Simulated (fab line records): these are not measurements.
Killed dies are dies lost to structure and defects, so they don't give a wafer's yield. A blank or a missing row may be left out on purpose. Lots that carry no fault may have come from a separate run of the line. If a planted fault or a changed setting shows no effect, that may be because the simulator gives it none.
Which tool is to blame? || flow gf180mcu || Sampling: 24 lots, 72 wafers, 5 of 602 route steps

## WHAT EACH GAUGE READ, for each wafer
GF_V2_RS_MEAS_24: uses a four-point probe to measure. Usual: V2_W_RS typically reads 0.329 ohm/sq, with standard deviation 0.0037.
{"lot": "L074", "measured": "day 20 11:35", "on": "film_metro-04", "V2_W_RS (ohm/sq)": "0.333 0.325 0.325", "flag": ""}
{"lot": "L075", "measured": "day 20 18:28", "on": "film_metro-01", "V2_W_RS (ohm/sq)": "0.328 0.330 0.328", "flag": ""}
{"lot": "L077", "measured": "day 21 05:46", "on": "film_metro-04", "V2_W_RS (ohm/sq)": "0.331 0.330 0.326", "flag": ""}
{"lot": "L076", "measured": "day 21 06:25", "on": "film_metro-01", "V2_W_RS (ohm/sq)": "0.323 0.331 0.321", "flag": ""}
{"lot": "L078", "measured": "day 21 23:36", "on": "film_metro-03", "V2_W_RS (ohm/sq)": "0.333 0.336 0.332", "flag": ""}
{"lot": "L079", "measured": "day 22 01:22", "on": "film_metro-04", "V2_W_RS (ohm/sq)": "0.321 0.324 0.327", "flag": ""}
{"lot": "L080", "measured": "day 22 08:48", "on": "film_metro-03", "V2_W_RS (ohm/sq)": "0.325 0.325 0.329", "flag": ""}
{"lot": "L081", "measured": "day 22 14:12", "on": "film_metro-01", "V2_W_RS (ohm/sq)": "0.333 0.332 0.328", "flag": ""}
{"lot": "L082", "measured": "day 23 02:18", "on": "film_metro-01", "V2_W_RS (ohm/sq)": "0.334 0.330 0.333", "flag": ""}
{"lot": "L083", "measured": "day 23 16:58", "on": "film_metro-03", "V2_W_RS (ohm/sq)": "0.320 0.328 0.326", "flag": ""}
{"lot": "L084", "measured": "day 23 19:16", "on": "film_metro-04", "V2_W_RS (ohm/sq)": "0.329 0.328 0.330", "flag": ""}
{"lot": "L085", "measured": "day 23 22:33", "on": "film_metro-03", "V2_W_RS (ohm/sq)": "0.322 0.331 0.328", "flag": ""}
{"lot": "L086", "measured": "day 24 11:46", "on": "film_metro-03", "V2_W_RS (ohm/sq)": "0.329 0.332 0.332", "flag": ""}
{"lot": "L087", "measured": "day 24 21:44", "on": "film_metro-03", "V2_W_RS (ohm/sq)": "0.335 0.332 0.330", "flag": ""}
{"lot": "L088", "measured": "day 25 01:13", "on": "film_metro-04", "V2_W_RS (ohm/sq)": "0.332 0.335 0.331", "flag": ""}
{"lot": "L089", "measured": "day 25 09:08", "on": "film_metro-04", "V2_W_RS (ohm/sq)": "0.322 0.329 0.329", "flag": ""}
{"lot": "L090", "measured": "day 25 14:48", "on": "film_metro-01", "V2_W_RS (ohm/sq)": "0.333 0.333 0.329", "flag": ""}
{"lot": "L091", "measured": "day 26 05:19", "on": "film_metro-04", "V2_W_RS (ohm/sq)": "0.329 0.330 0.320", "flag": ""}
{"lot": "L092", "measured": "day 26 14:26", "on": "film_metro-04", "V2_W_RS (ohm/sq)": "0.331 0.334 0.333", "flag": ""}
{"lot": "L093", "measured": "day 26 19:03", "on": "film_metro-04", "V2_W_RS (ohm/sq)": "0.328 0.327 0.332", "flag": ""}
{"lot": "L094", "measured": "day 27 10:48", "on": "film_metro-01", "V2_W_RS (ohm/sq)": "0.327 0.329 0.330", "flag": ""}
{"lot": "L096", "measured": "day 27 21:48", "on": "film_metro-03", "V2_W_RS (ohm/sq)": "0.330 0.332 0.328", "flag": ""}
{"lot": "L095", "measured": "day 27 23:42", "on": "film_metro-04", "V2_W_RS (ohm/sq)": "0.329 0.328 0.329", "flag": ""}
{"lot": "L097", "measured": "day 28 04:40", "on": "film_metro-01", "V2_W_RS (ohm/sq)": "0.328 0.334 0.330", "flag": ""}

GF_V4_THK_MEAS_25: measures by xrf. Usual: V4_W_THK typically reads 360 nm, with standard deviation 5.9.
{"lot": "L074", "measured": "day 24 13:21", "on": "film_metro-01", "V4_W_THK (nm)": "350 352 347", "flag": ""}
{"lot": "L075", "measured": "day 24 20:28", "on": "film_metro-01", "V4_W_THK (nm)": "357 351 356", "flag": ""}
{"lot": "L077", "measured": "day 25 06:55", "on": "film_metro-03", "V4_W_THK (nm)": "363 354 355", "flag": ""}
{"lot": "L076", "measured": "day 25 07:16", "on": "film_metro-03", "V4_W_THK (nm)": "358 360 360", "flag": ""}
{"lot": "L078", "measured": "day 25 23:52", "on": "film_metro-04", "V4_W_THK (nm)": "361 357 363", "flag": ""}
{"lot": "L079", "measured": "day 26 00:11", "on": "film_metro-03", "V4_W_THK (nm)": "350 351 357", "flag": ""}
{"lot": "L080", "measured": "day 26 07:56", "on": "film_metro-03", "V4_W_THK (nm)": "354 354 352", "flag": ""}
{"lot": "L081", "measured": "day 26 11:38", "on": "film_metro-04", "V4_W_THK (nm)": "361 358 359", "flag": ""}
{"lot": "L082", "measured": "day 27 00:22", "on": "film_metro-03", "V4_W_THK (nm)": "358 357 358", "flag": ""}
{"lot": "L083", "measured": "day 27 13:16", "on": "film_metro-03", "V4_W_THK (nm)": "354 358 357", "flag": ""}
{"lot": "L084", "measured": "day 27 16:47", "on": "film_metro-04", "V4_W_THK (nm)": "364 363 362", "flag": ""}
{"lot": "L085", "measured": "day 27 18:59", "on": "film_metro-01", "V4_W_THK (nm)": "357 362 362", "flag": ""}
{"lot": "L086", "measured": "day 28 08:28", "on": "film_metro-04", "V4_W_THK (nm)": "359 352 358", "flag": ""}
{"lot": "L087", "measured": "day 28 15:15", "on": "film_metro-04", "V4_W_THK (nm)": "360 360 360", "flag": ""}
{"lot": "L088", "measured": "day 28 19:41", "on": "film_metro-03", "V4_W_THK (nm)": "356 360 357", "flag": ""}
{"lot": "L089", "measured": "day 29 02:07", "on": "film_metro-04", "V4_W_THK (nm)": "366 369 369", "flag": ""}
{"lot": "L090", "measured": "day 29 06:02", "on": "film_metro-03", "V4_W_THK (nm)": "363 359 363", "flag": ""}
{"lot": "L091", "measured": "day 29 19:29", "on": "film_metro-01", "V4_W_THK (nm)": "354 349 354", "flag": ""}
{"lot": "L092", "measured": "day 30 03:17", "on": "film_metro-04", "V4_W_THK (nm)": "366 370 367", "flag": ""}
{"lot": "L093", "measured": "day 30 08:35", "on": "film_metro-01", "V4_W_THK (nm)": "357 355 361", "flag": ""}
{"lot": "L094", "measured": "day 30 21:48", "on": "film_metro-03", "V4_W_THK (nm)": "363 358 355", "flag": ""}
{"lot": "L096", "measured": "day 31 06:40", "on": "film_metro-04", "V4_W_THK (nm)": "366 373 372", "flag": ""}
{"lot": "L095", "measured": "day 31 08:39", "on": "film_metro-01", "V4_W_THK (nm)": "349 353 350", "flag": ""}
{"lot": "L097", "measured": "day 31 14:20", "on": "film_metro-04", "V4_W_THK (nm)": "373 367 372", "flag": ""}

GF_M5_OVL_MEAS_08. Usual: M5_OVL typically reads -3 nm, with standard deviation 5.5.
{"lot": "L074", "measured": "day 26 08:38", "on": "overlay-01", "M5_OVL (nm)": "-9 -5 -14", "flag": ""}
{"lot": "L075", "measured": "day 26 16:42", "on": "overlay-01", "M5_OVL (nm)": "2 3 12", "flag": ""}
{"lot": "L077", "measured": "day 27 02:14", "on": "overlay-01", "M5_OVL (nm)": "-8 -8 -10", "flag": ""}
{"lot": "L076", "measured": "day 27 03:06", "on": "overlay-01", "M5_OVL (nm)": "-14 -11 -8", "flag": ""}
{"lot": "L078", "measured": "day 27 19:06", "on": "overlay-02", "M5_OVL (nm)": "-4 -8 -6", "flag": ""}
{"lot": "L079", "measured": "day 27 19:47", "on": "overlay-01", "M5_OVL (nm)": "-6 -12 -8", "flag": ""}
{"lot": "L080", "measured": "day 28 02:41", "on": "overlay-02", "M5_OVL (nm)": "0 -3 6", "flag": ""}
{"lot": "L081", "measured": "day 28 06:38", "on": "overlay-02", "M5_OVL (nm)": "-10 -10 -8", "flag": ""}
{"lot": "L082", "measured": "day 28 18:26", "on": "overlay-02", "M5_OVL (nm)": "0 2 -1", "flag": ""}
{"lot": "L083", "measured": "day 29 05:08", "on": "overlay-01", "M5_OVL (nm)": "0 -6 0", "flag": ""}
{"lot": "L084", "measured": "day 29 09:49", "on": "overlay-02", "M5_OVL (nm)": "2 0 6", "flag": ""}
{"lot": "L085", "measured": "day 29 12:08", "on": "overlay-02", "M5_OVL (nm)": "-2 3 5", "flag": ""}
{"lot": "L086", "measured": "day 29 23:50", "on": "overlay-02", "M5_OVL (nm)": "-10 -6 -2", "flag": ""}
{"lot": "L087", "measured": "day 30 05:38", "on": "overlay-01", "M5_OVL (nm)": "-4 0 -2", "flag": ""}
{"lot": "L088", "measured": "day 30 10:23", "on": "overlay-02", "M5_OVL (nm)": "3 -2 -1", "flag": ""}
{"lot": "L089", "measured": "day 30 15:56", "on": "overlay-01", "M5_OVL (nm)": "3 8 7", "flag": ""}
{"lot": "L090", "measured": "day 30 20:08", "on": "overlay-01", "M5_OVL (nm)": "-2 -3 -9", "flag": ""}
{"lot": "L091", "measured": "day 31 08:44", "on": "overlay-02", "M5_OVL (nm)": "-5 -3 -7", "flag": ""}
{"lot": "L092", "measured": "day 31 14:46", "on": "overlay-01", "M5_OVL (nm)": "-7 -8 -2", "flag": ""}
{"lot": "L093", "measured": "day 31 20:54", "on": "overlay-01", "M5_OVL (nm)": "-1 -1 1", "flag": ""}
{"lot": "L094", "measured": "day 32 09:05", "on": "overlay-02", "M5_OVL (nm)": "8 5 3", "flag": ""}
{"lot": "L096", "measured": "day 32 17:29", "on": "overlay-02", "M5_OVL (nm)": "-5 -12 0", "flag": ""}
{"lot": "L095", "measured": "day 32 18:47", "on": "overlay-02", "M5_OVL (nm)": "-1 -4 0", "flag": ""}
{"lot": "L097", "measured": "day 33 00:56", "on": "overlay-01", "M5_OVL (nm)": "-12 -9 -9", "flag": ""}

## WHAT TOOL EACH LOT RAN ON (gives the tool, then ch and the chambers of the sampled wafers, and finally the start)
{"lot": "L074", "GF_V1_CMP_04": "cmp-01 ch 0,1, day 17 06:57", "GF_MIM_SPUTTER_01": "pvd_sputter-01, day 24 13:49"}
{"lot": "L075", "GF_V1_CMP_04": "cmp-02 ch 0,1,3, day 17 14:57", "GF_MIM_SPUTTER_01": "pvd_sputter-04, day 24 20:55"}
{"lot": "L077", "GF_V1_CMP_04": "cmp-01 ch 1,2,3, day 18 01:35", "GF_MIM_SPUTTER_01": "pvd_sputter-01, day 25 07:22"}
{"lot": "L076", "GF_V1_CMP_04": "cmp-01 ch 0,1,3, day 18 02:04", "GF_MIM_SPUTTER_01": "pvd_sputter-04, day 25 07:43"}
{"lot": "L078", "GF_V1_CMP_04": "cmp-01 ch 0,2,3, day 18 19:26", "GF_MIM_SPUTTER_01": "pvd_sputter-02, day 26 00:19"}
{"lot": "L079", "GF_V1_CMP_04": "cmp-02 ch 2,3, day 18 21:14", "GF_MIM_SPUTTER_01": "pvd_sputter-02, day 26 00:38"}
{"lot": "L080", "GF_V1_CMP_04": "cmp-01 ch 0,1,3, day 19 05:40", "GF_MIM_SPUTTER_01": "pvd_sputter-02, day 26 08:24"}
{"lot": "L081", "GF_V1_CMP_04": "cmp-01 ch 0,1,2, day 19 12:41", "GF_MIM_SPUTTER_01": "pvd_sputter-01, day 26 12:06"}
{"lot": "L082", "GF_V1_CMP_04": "cmp-02 ch 0,1,3, day 19 22:46", "GF_MIM_SPUTTER_01": "pvd_sputter-02, day 27 00:49"}
{"lot": "L083", "GF_V1_CMP_04": "cmp-01 ch 0,1,2, day 20 15:28", "GF_MIM_SPUTTER_01": "pvd_sputter-01, day 27 13:44"}
{"lot": "L084", "GF_V1_CMP_04": "cmp-02 ch 0,3, day 20 16:56", "GF_MIM_SPUTTER_01": "pvd_sputter-02, day 27 17:25"}
{"lot": "L085", "GF_V1_CMP_04": "cmp-02 ch 0,2,3, day 20 20:36", "GF_MIM_SPUTTER_01": "pvd_sputter-02, day 27 19:27"}
{"lot": "L086", "GF_V1_CMP_04": "cmp-02 ch 0,2,3, day 21 11:35", "GF_MIM_SPUTTER_01": "pvd_sputter-01, day 28 08:55"}
{"lot": "L087", "GF_V1_CMP_04": "cmp-01 ch 0,2,3, day 21 21:05", "GF_MIM_SPUTTER_01": "pvd_sputter-01, day 28 15:43"}
{"lot": "L088", "GF_V1_CMP_04": "cmp-01 ch 0,1,3, day 22 02:14", "GF_MIM_SPUTTER_01": "pvd_sputter-04, day 28 20:08"}
{"lot": "L089", "GF_V1_CMP_04": "cmp-02 ch 0,2,3, day 22 09:22", "GF_MIM_SPUTTER_01": "pvd_sputter-01, day 29 02:34"}
{"lot": "L090", "GF_V1_CMP_04": "cmp-02 ch 1,2, day 22 15:17", "GF_MIM_SPUTTER_01": "pvd_sputter-04, day 29 06:30"}
{"lot": "L091", "GF_V1_CMP_04": "cmp-01 ch 0,2,3, day 23 06:07", "GF_MIM_SPUTTER_01": "pvd_sputter-04, day 29 19:56"}
{"lot": "L092", "GF_V1_CMP_04": "cmp-02 ch 0,2,3, day 23 16:20", "GF_MIM_SPUTTER_01": "pvd_sputter-01, day 30 03:43"}
{"lot": "L093", "GF_V1_CMP_04": "cmp-02 ch 0,2,3, day 23 21:40", "GF_MIM_SPUTTER_01": "pvd_sputter-04, day 30 09:02"}
{"lot": "L094", "GF_V1_CMP_04": "cmp-02 ch 0,2,3, day 24 14:39", "GF_MIM_SPUTTER_01": "pvd_sputter-02, day 30 22:16"}
{"lot": "L096", "GF_V1_CMP_04": "cmp-02 ch 0,1,2, day 25 00:52", "GF_MIM_SPUTTER_01": "pvd_sputter-02, day 31 07:07"}
{"lot": "L095", "GF_V1_CMP_04": "cmp-01 ch 0,1,3, day 25 04:07", "GF_MIM_SPUTTER_01": "pvd_sputter-04, day 31 09:07"}
{"lot": "L097", "GF_V1_CMP_04": "cmp-02 ch 2,3, day 25 09:56", "GF_MIM_SPUTTER_01": "pvd_sputter-01, day 31 14:48"}
- GF_V1_CMP_04: polishes SiO2.
- GF_MIM_SPUTTER_01: material TiN, target thk 30 nm, time 25 s.

## AS READ BY THE TOOLS THEMSELVES (means over the sampled wafers that have a number; for cases with no such wafer, the mark the record gives instead)
GF_V1_CMP_04. Usual: motor_current_A 10.9 A, standard deviation 0.99; time_to_endpoint_s 82 s, standard deviation 4.7.
{"lot": "L074", "tool": "cmp-01", "motor_current_A (A)": 11.5, "time_to_endpoint_s (s)": 85, "flag": ""}
{"lot": "L075", "tool": "cmp-02", "motor_current_A (A)": 10.6, "time_to_endpoint_s (s)": 87, "flag": ""}
{"lot": "L077", "tool": "cmp-01", "motor_current_A (A)": 10.2, "time_to_endpoint_s (s)": 84, "flag": ""}
{"lot": "L076", "tool": "cmp-01", "motor_current_A (A)": 11.0, "time_to_endpoint_s (s)": 82, "flag": ""}
{"lot": "L078", "tool": "cmp-01", "motor_current_A (A)": 9.9, "time_to_endpoint_s (s)": 83, "flag": ""}
{"lot": "L079", "tool": "cmp-02", "motor_current_A (A)": 11.6, "time_to_endpoint_s (s)": 83, "flag": ""}
{"lot": "L080", "tool": "cmp-01", "motor_current_A (A)": 10.6, "time_to_endpoint_s (s)": 86, "flag": ""}
{"lot": "L081", "tool": "cmp-01", "motor_current_A (A)": 10.7, "time_to_endpoint_s (s)": 87, "flag": ""}
{"lot": "L082", "tool": "cmp-02", "motor_current_A (A)": 11.3, "time_to_endpoint_s (s)": 78, "flag": ""}
{"lot": "L083", "tool": "cmp-01", "motor_current_A (A)": 10.7, "time_to_endpoint_s (s)": 81, "flag": ""}
{"lot": "L084", "tool": "cmp-02", "motor_current_A (A)": 11.0, "time_to_endpoint_s (s)": 87, "flag": ""}
{"lot": "L085", "tool": "cmp-02", "motor_current_A (A)": 11.3, "time_to_endpoint_s (s)": 85, "flag": ""}
{"lot": "L086", "tool": "cmp-02", "motor_current_A (A)": 11.3, "time_to_endpoint_s (s)": 85, "flag": ""}
{"lot": "L087", "tool": "cmp-01", "motor_current_A (A)": 10.1, "time_to_endpoint_s (s)": 84, "flag": ""}
{"lot": "L088", "tool": "cmp-01", "motor_current_A (A)": 11.0, "time_to_endpoint_s (s)": 82, "flag": ""}
{"lot": "L089", "tool": "cmp-02", "motor_current_A (A)": 11.6, "time_to_endpoint_s (s)": 79, "flag": ""}
{"lot": "L090", "tool": "cmp-02", "motor_current_A (A)": 11.9, "time_to_endpoint_s (s)": 81, "flag": ""}
{"lot": "L091", "tool": "cmp-01", "motor_current_A (A)": 10.0, "time_to_endpoint_s (s)": 76, "flag": ""}
{"lot": "L092", "tool": "cmp-02", "motor_current_A (A)": 11.5, "time_to_endpoint_s (s)": 85, "flag": ""}
{"lot": "L093", "tool": "cmp-02", "motor_current_A (A)": 11.5, "time_to_endpoint_s (s)": 82, "flag": ""}
{"lot": "L094", "tool": "cmp-02", "motor_current_A (A)": 11.1, "time_to_endpoint_s (s)": 86, "flag": ""}
{"lot": "L096", "tool": "cmp-02", "motor_current_A (A)": 11.1, "time_to_endpoint_s (s)": 77, "flag": ""}
{"lot": "L095", "tool": "cmp-01", "motor_current_A (A)": 10.5, "time_to_endpoint_s (s)": 77, "flag": ""}
{"lot": "L097", "tool": "cmp-02", "motor_current_A (A)": 11.0, "time_to_endpoint_s (s)": 75, "flag": ""}

GF_MIM_SPUTTER_01. Usual: throttle_valve_pct reads 29.7 % (standard deviation 1.5).
{"lot": "L074", "tool": "pvd_sputter-01", "throttle_valve_pct (%)": 30.2, "flag": ""}
{"lot": "L075", "tool": "pvd_sputter-04", "throttle_valve_pct (%)": 29.0, "flag": ""}
{"lot": "L077", "tool": "pvd_sputter-01", "throttle_valve_pct (%)": 30.5, "flag": ""}
{"lot": "L076", "tool": "pvd_sputter-04", "throttle_valve_pct (%)": 28.8, "flag": ""}
{"lot": "L078", "tool": "pvd_sputter-02", "throttle_valve_pct (%)": 30.4, "flag": ""}
{"lot": "L079", "tool": "pvd_sputter-02", "throttle_valve_pct (%)": 30.1, "flag": ""}
{"lot": "L080", "tool": "pvd_sputter-02", "throttle_valve_pct (%)": 30.8, "flag": ""}
{"lot": "L081", "tool": "pvd_sputter-01", "throttle_valve_pct (%)": 28.2, "flag": ""}
{"lot": "L082", "tool": "pvd_sputter-02", "throttle_valve_pct (%)": 29.6, "flag": ""}
{"lot": "L083", "tool": "pvd_sputter-01", "throttle_valve_pct (%)": 30.7, "flag": ""}
{"lot": "L084", "tool": "pvd_sputter-02", "throttle_valve_pct (%)": 30.2, "flag": ""}
{"lot": "L085", "tool": "pvd_sputter-02", "throttle_valve_pct (%)": 30.1, "flag": ""}
{"lot": "L086", "tool": "pvd_sputter-01", "throttle_valve_pct (%)": 30.9, "flag": ""}
{"lot": "L087", "tool": "pvd_sputter-01", "throttle_valve_pct (%)": 28.8, "flag": ""}
{"lot": "L088", "tool": "pvd_sputter-04", "throttle_valve_pct (%)": 29.0, "flag": ""}
{"lot": "L089", "tool": "pvd_sputter-01", "throttle_valve_pct (%)": 31.0, "flag": ""}
{"lot": "L090", "tool": "pvd_sputter-04", "throttle_valve_pct (%)": 28.9, "flag": ""}
{"lot": "L091", "tool": "pvd_sputter-04", "throttle_valve_pct (%)": 28.9, "flag": ""}
{"lot": "L092", "tool": "pvd_sputter-01", "throttle_valve_pct (%)": 31.4, "flag": ""}
{"lot": "L093", "tool": "pvd_sputter-04", "throttle_valve_pct (%)": 29.7, "flag": ""}
{"lot": "L094", "tool": "pvd_sputter-02", "throttle_valve_pct (%)": 30.9, "flag": ""}
{"lot": "L096", "tool": "pvd_sputter-02", "throttle_valve_pct (%)": 30.3, "flag": ""}
{"lot": "L095", "tool": "pvd_sputter-04", "throttle_valve_pct (%)": 29.5, "flag": ""}
{"lot": "L097", "tool": "pvd_sputter-01", "throttle_valve_pct (%)": 31.3, "flag": ""}

## THE ANSWER, worked out from the rows above alone
Rule: a lot counts as off when the mean over its wafers that have a number is more than 3 standard deviations away from the usual mean. A lot without any number at a reading at which 4 lots or more have one is off too. Any other lot the step has rows for is counted as sound. The gauges are gone through in route order, then the tools' own readings, and for those a lot's mean is taken as printed above. At the first step where some lot is off, the reading lying furthest off is the one used; lots without a number count as furthest.
Across all readings shown, no lot is off: no conclusion can be drawn from this.

## WHAT THE SIMULATOR HAD PUT IN
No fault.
